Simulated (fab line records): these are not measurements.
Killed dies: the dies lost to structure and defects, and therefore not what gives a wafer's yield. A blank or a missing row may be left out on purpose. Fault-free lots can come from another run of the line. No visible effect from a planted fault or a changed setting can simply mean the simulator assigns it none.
Tool commonality check || flow gf180mcu || Sampled: 13 lots, 39 wafers

== REASON IT WAS OPENED ==
GF_VT_IMPLANT_TW_MEAS_32, reading VT_IMPLANT_3_TW: flagged on 3 of 13 lots. Fault-free wafers read 268, with a standard deviation of 3.5.
Rule: a lot is flagged in two cases, either no wafer of it has a number, or all its wafers with numbers fall more than 4 standard deviations from that mean. The rest of the lots are taken to be sound.

{"lot": "L500", "measured": "day 7 15:09", "on": "film-metro-03", "VT_IMPLANT_3_TW, wafer by wafer": "271 272 273", "flag": ""}
{"lot": "L501", "measured": "day 7 23:11", "on": "film-metro-02", "VT_IMPLANT_3_TW, wafer by wafer": "270 268 268", "flag": ""}
{"lot": "L502", "measured": "day 8 03:10", "on": "film-metro-01", "VT_IMPLANT_3_TW, wafer by wafer": "262 262 262", "flag": ""}
{"lot": "L506", "measured": "day 9 03:40", "on": "film-metro-02", "VT_IMPLANT_3_TW, wafer by wafer": "270 269 270", "flag": ""}
{"lot": "L507", "measured": "day 9 10:57", "on": "film-metro-01", "VT_IMPLANT_3_TW, wafer by wafer": "266 265 266", "flag": ""}
{"lot": "L510", "measured": "day 10 02:45", "on": "film-metro-03", "VT_IMPLANT_3_TW, wafer by wafer": "1229 1230 1227", "flag": "FLAGGED"}
{"lot": "L511", "measured": "day 10 09:59", "on": "film-metro-01", "VT_IMPLANT_3_TW, wafer by wafer": "1195 1190 1200", "flag": "FLAGGED"}
{"lot": "L512", "measured": "day 10 16:19", "on": "film-metro-01", "VT_IMPLANT_3_TW, wafer by wafer": "1194 1191 1206", "flag": "FLAGGED"}
{"lot": "L516", "measured": "day 11 19:45", "on": "film-metro-01", "VT_IMPLANT_3_TW, wafer by wafer": "266 266 268", "flag": ""}
{"lot": "L517", "measured": "day 12 00:24", "on": "film-metro-02", "VT_IMPLANT_3_TW, wafer by wafer": "269 269 269", "flag": ""}
{"lot": "L518", "measured": "day 12 06:55", "on": "film-metro-02", "VT_IMPLANT_3_TW, wafer by wafer": "269 268 269", "flag": ""}
{"lot": "L520", "measured": "day 12 20:07", "on": "film-metro-01", "VT_IMPLANT_3_TW, wafer by wafer": "267 266 267", "flag": ""}
{"lot": "L521", "measured": "day 13 01:26", "on": "film-metro-03", "VT_IMPLANT_3_TW, wafer by wafer": "271 271 273", "flag": ""}
Flagged lots average 1207: +939 relative to the usual, that is +99 or more standard deviations.

== WHICH TOOL EACH LOT WENT THROUGH ==
The record keeps 1 process step preceding the reading, out of 602 steps on the route. In each cell: the tool, then ch and the chambers that the sampled wafers went through, then the start.
{"lot": "L500", "flag": "", "GF_VT_IMPLANT_COAT_13": "litho-track-04 ch 0, day 6 14:55"}
{"lot": "L501", "flag": "", "GF_VT_IMPLANT_COAT_13": "litho-track-02 ch 0, day 6 22:55"}
{"lot": "L502", "flag": "", "GF_VT_IMPLANT_COAT_13": "litho-track-03 ch 0, day 7 03:13"}
{"lot": "L506", "flag": "", "GF_VT_IMPLANT_COAT_13": "litho-track-04 ch 0, day 8 01:49"}
{"lot": "L507", "flag": "", "GF_VT_IMPLANT_COAT_13": "litho-track-04 ch 0, day 8 09:28"}
{"lot": "L510", "flag": "FLAGGED", "GF_VT_IMPLANT_COAT_13": "litho-track-04, day 9 00:25"}
{"lot": "L511", "flag": "FLAGGED", "GF_VT_IMPLANT_COAT_13": "litho-track-03, day 9 07:05"}
{"lot": "L512", "flag": "FLAGGED", "GF_VT_IMPLANT_COAT_13": "litho-track-03, day 9 12:55"}
{"lot": "L516", "flag": "", "GF_VT_IMPLANT_COAT_13": "litho-track-03 ch 0, day 10 14:58"}
{"lot": "L517", "flag": "", "GF_VT_IMPLANT_COAT_13": "litho-track-03 ch 0, day 10 20:10"}
{"lot": "L518", "flag": "", "GF_VT_IMPLANT_COAT_13": "litho-track-02 ch 0, day 11 02:17"}
{"lot": "L520", "flag": "", "GF_VT_IMPLANT_COAT_13": "litho-track-04 ch 0, day 11 14:41"}
{"lot": "L521", "flag": "", "GF_VT_IMPLANT_COAT_13": "litho-track-04 ch 0, day 11 20:10"}
What the steps here do:
- GF_VT_IMPLANT_COAT_13: resist thk 1000 nm.
- GF_VT_IMPLANT_TW_MEAS_32

== FLAGGED AGAINST TOTAL, ONE TOOL AT A TIME (gauges that did the reading follow at the end) ==
{"step": "GF_VT_IMPLANT_COAT_13", "tool": "litho-track-02", "lots run": 2, "flagged": 0, "share of the flagged lots": "none", "sound lots run after its first flagged lot": "-"}
{"step": "GF_VT_IMPLANT_COAT_13", "tool": "litho-track-03", "lots run": 5, "flagged": 2, "share of the flagged lots": "some", "sound lots run after its first flagged lot": "2 (L516,L517)"}
{"step": "GF_VT_IMPLANT_COAT_13", "tool": "litho-track-04", "lots run": 6, "flagged": 1, "share of the flagged lots": "some", "sound lots run after its first flagged lot": "2 (L520,L521)"}
{"step": "GF_VT_IMPLANT_TW_MEAS_32", "tool": "film-metro-01", "lots run": 6, "flagged": 2, "share of the flagged lots": "some", "sound lots run after its first flagged lot": "2 (L516,L520)"}
{"step": "GF_VT_IMPLANT_TW_MEAS_32", "tool": "film-metro-02", "lots run": 4, "flagged": 0, "share of the flagged lots": "none", "sound lots run after its first flagged lot": "-"}
{"step": "GF_VT_IMPLANT_TW_MEAS_32", "tool": "film-metro-03", "lots run": 3, "flagged": 1, "share of the flagged lots": "some", "sound lots run after its first flagged lot": "1 (L521)"}

== THE TABLE: WHAT IT ALLOWS ==
No row of the table ran every flagged lot.

== WHAT THE SIMULATOR HAD INSERTED ==
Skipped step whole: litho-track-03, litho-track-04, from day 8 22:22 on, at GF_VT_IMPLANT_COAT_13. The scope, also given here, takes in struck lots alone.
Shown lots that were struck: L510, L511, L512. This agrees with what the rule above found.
